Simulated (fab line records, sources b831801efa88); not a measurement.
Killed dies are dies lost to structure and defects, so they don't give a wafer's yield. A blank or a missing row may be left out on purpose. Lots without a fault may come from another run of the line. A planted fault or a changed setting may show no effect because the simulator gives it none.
Which tool did it? | flow gf180mcu | 13 lots, 39 wafers sampled, at 5 steps of a route of 602

WHAT THE GAUGES READ, wafer by wafer
GF_VT_IMPLANT_OVL_MEAS_29.
lot  | measured     | on         | VT_IMPLANT_02_OVL (nm)
L251 | day 7 08:25  | overlay-01 | 2.0 -0.4 -0.9
L252 | day 7 10:10  | overlay-02 | -0.5 1.4 -0.4
L253 | day 7 16:14  | overlay-02 | 1.5 0.4 1.4
L256 | day 8 06:10  | overlay-02 | 0.6 0.8 0.0
L259 | day 9 03:20  | overlay-01 | -0.8 0.0 1.4
L261 | day 9 13:58  | overlay-01 | -1.9 -3.5 2.1
L264 | day 10 11:04 | overlay-01 | 0.8 0.9 -0.8
L265 | day 10 14:17 | overlay-02 | -1.0 -0.2 -2.3
L266 | day 10 22:31 | overlay-01 | -1.6 -0.2 -1.2
L267 | day 11 04:04 | overlay-02 | -0.4 0.1 0.8
L271 | day 12 08:25 | overlay-01 | -1.3 -0.9 -2.3
L272 | day 12 13:10 | overlay-02 | -1.8 -2.0 -4.5
L273 | day 12 20:07 | overlay-02 | 1.3 0.8 1.7

GF_VT_IMPLANT_TW_MEAS_43.
lot  | measured     | on            | VT_IMPLANT_4_TW
L251 | day 8 00:48  | film_metro-02 | 683 690 681
L252 | day 8 02:46  | film_metro-02 | 683 685 684
L253 | day 8 09:03  | film_metro-04 | 695 694 696
L256 | day 8 23:16  | film_metro-01 | 679 677 681
L259 | day 9 20:10  | film_metro-04 | 700 699 696
L261 | day 10 06:59 | film_metro-04 | 695 695 697
L264 | day 11 04:51 | film_metro-04 | 697 695 698
L265 | day 11 08:37 | film_metro-04 | 694 698 696
L266 | day 11 17:40 | film_metro-01 | 674 676 678
L267 | day 11 23:02 | film_metro-04 | 690 694 696
L271 | day 13 04:19 | film_metro-04 | 699 699 704
L272 | day 13 08:04 | film_metro-02 | 680 682 683
L273 | day 13 15:49 | film_metro-04 | 697 696 703

GF_HV_LDD_CD_MEAS_19: target cd 400 nm.
lot  | measured     | on        | cd_nm (nm)
L251 | day 11 07:14 | cd_sem-01 | 399.6 401.2 401.4
L252 | day 11 08:29 | cd_sem-01 | 401.1 404.1 404.1
L253 | day 11 19:54 | cd_sem-02 | 405.0 404.8 407.1
L256 | day 12 08:34 | cd_sem-02 | 401.3 402.4 402.3
L259 | day 13 08:01 | cd_sem-01 | 404.6 401.5 402.4
L261 | day 13 17:53 | cd_sem-02 | 402.5 403.3 401.7
L264 | day 15 02:05 | cd_sem-02 | 382.0 381.5 381.8
L265 | day 15 01:59 | cd_sem-01 | 404.7 403.6 403.3
L266 | day 15 14:17 | cd_sem-01 | 379.4 378.7 376.6
L267 | day 15 21:01 | cd_sem-02 | 381.1 381.9 385.1
L271 | day 17 07:18 | cd_sem-02 | 382.8 382.6 381.1
L272 | day 17 07:34 | cd_sem-02 | 406.0 403.2 402.4
L273 | day 17 14:40 | cd_sem-01 | 406.5 407.9 405.8

WHICH TOOL RAN EACH LOT (tool, then ch and the chambers of the sampled wafers, then the start)
lot  | GF_VT_IMPLANT_STRIP_42               | GF_HV_LDD_EXPOSE_16
L251 | plasma_asher-04 ch 0,1, day 8 00:41  | iline_stepper-02 ch 0, day 10 22:14
L252 | plasma_asher-04 ch 0,1, day 8 02:39  | iline_stepper-02 ch 0, day 10 23:02
L253 | plasma_asher-01 ch 0, day 8 08:56    | iline_stepper-02 ch 0, day 11 11:12
L256 | plasma_asher-01 ch 0,1, day 8 23:10  | iline_stepper-02 ch 0, day 11 22:55
L259 | plasma_asher-01 ch 0,1, day 9 20:05  | iline_stepper-02 ch 0, day 12 23:07
L261 | plasma_asher-04 ch 0,1, day 10 06:53 | iline_stepper-01 ch 0, day 13 08:29
L264 | plasma_asher-01 ch 0,1, day 11 04:45 | iline_stepper-02 ch 0, day 14 16:07
L265 | plasma_asher-02 ch 0,1, day 11 08:31 | iline_stepper-01 ch 0, day 14 15:48
L266 | plasma_asher-01 ch 0,1, day 11 17:34 | iline_stepper-02 ch 0, day 15 04:45
L267 | plasma_asher-04 ch 0,1, day 11 22:56 | iline_stepper-02 ch 0, day 15 10:48
L271 | plasma_asher-02 ch 0,1, day 13 04:14 | iline_stepper-02 ch 0, day 16 20:20
L272 | plasma_asher-01 ch 0,1, day 13 07:58 | iline_stepper-01 ch 0, day 16 20:41
L273 | plasma_asher-01 ch 0,1, day 13 15:43 | iline_stepper-01 ch 0, day 17 03:17
- GF_VT_IMPLANT_STRIP_42: strips in O2/N2.
- GF_HV_LDD_EXPOSE_16: exposes mask Pplus LV AREA, target cd 400 nm.

WHAT THE TOOLS THEMSELVES READ (means of the sampled wafers that have a number; where no wafer has one, the mark that the record gives instead)
GF_VT_IMPLANT_STRIP_42.
lot  | tool            | chamber_pressure_mTorr (mTorr) | drypump_motor_current_A (A) | heater_power_w (W) | oes_product_au (a.u.) | strip_time_to_endpoint_s (s)
L251 | plasma_asher-04 | 1499.8                         | 5.9                         | 347                | 0.712                 | 12.71
L252 | plasma_asher-04 | 1499.8                         | 5.7                         | 348                | 0.718                 | 12.63
L253 | plasma_asher-01 | 1500.4                         | 6.4                         | 354                | 0.717                 | 12.70
L256 | plasma_asher-01 | 1500.1                         | 6.4                         | 376                | 0.718                 | 12.68
L259 | plasma_asher-01 | 1499.9                         | 6.4                         | 362                | 0.719                 | 12.67
L261 | plasma_asher-04 | 1500.1                         | 5.8                         | 350                | 0.722                 | 12.69
L264 | plasma_asher-01 | 1498.5                         | 6.4                         | 381                | 0.717                 | 12.67
L265 | plasma_asher-02 | 1500.3                         | 5.5                         | 327                | 0.716                 | 12.71
L266 | plasma_asher-01 | 1500.7                         | 6.4                         | 359                | 0.714                 | 12.68
L267 | plasma_asher-04 | 1500.6                         | 5.8                         | 346                | 0.716                 | 12.72
L271 | plasma_asher-02 | 1500.8                         | 5.6                         | 324                | 0.715                 | 12.61
L272 | plasma_asher-01 | 1501.1                         | 6.4                         | 365                | 0.717                 | 12.59
L273 | plasma_asher-01 | 1499.4                         | 6.4                         | 377                | 0.718                 | 12.69

GF_HV_LDD_EXPOSE_16.
lot  | tool             | exposure_dose_mJ_cm2
L251 | iline_stepper-02 | 139.88
L252 | iline_stepper-02 | 139.97
L253 | iline_stepper-02 | 140.14
L256 | iline_stepper-02 | 140.11
L259 | iline_stepper-02 | 139.98
L261 | iline_stepper-01 | 139.96
L264 | iline_stepper-02 | 131.48
L265 | iline_stepper-01 | 140.12
L266 | iline_stepper-02 | 131.61
L267 | iline_stepper-02 | 131.60
L271 | iline_stepper-02 | 131.65
L272 | iline_stepper-01 | 140.05
L273 | iline_stepper-01 | 140.02

THE ANSWER, worked out from the rows above alone
Rule: what is usual is taken from the lots themselves. Put in order of their means at a reading, lots are off if they are a third of the lots or fewer, leave a main group of 4 or more, and stand apart from it by a gap of 3 or more times the standard deviation of the main group's means; of several such gaps the widest counts. A main group whose means are all the same, to the digits that the tables above print for the reading, isn't used. A lot without any number at a reading at which 4 lots or more have one is off too. The other lots that the step has rows for count as sound. The gauges are gone through in route order, then the tools' own readings, and for those a lot's mean is taken as printed above. The first step at which some lot is off is used, and at that step the reading that is off furthest; a lot without a number counts as furthest.
Off: L264, L266, L267, L271, at GF_HV_LDD_CD_MEAS_19 (cd_nm). The main group: mean 403.5 nm, standard deviation 1.7.
A tool fits if, at a process step before that reading, it ran every lot that is off, and no sound lot after the first of them. The gauges at GF_HV_LDD_CD_MEAS_19 aren't tried: what is off there is off at GF_HV_LDD_EXPOSE_16 too, on other tools, and a gauge's error can't cause that. One fits: iline_stepper-02 at GF_HV_LDD_EXPOSE_16. Its last sound lot is L259 (day 12 23:07), its first lot that is off L264 (day 14 16:07): a fault that began between those two fits.
The tool's own readings at GF_HV_LDD_EXPOSE_16 bear it out: on the lots that are off they differ by more than 5 times the standard deviation of the sound lots' means. exposure_dose_mJ_cm2 reads 131.59 there against 140.03 on the sound lots.

WHAT THE SIMULATOR HAD PUT IN
Process parameter drift: iline_stepper-02, from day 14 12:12 on, at GF_HV_LDD_EXPOSE_16. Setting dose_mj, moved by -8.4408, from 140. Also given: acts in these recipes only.
Lots struck among those shown: L264, L266, L267, L271. The rule above found the same.
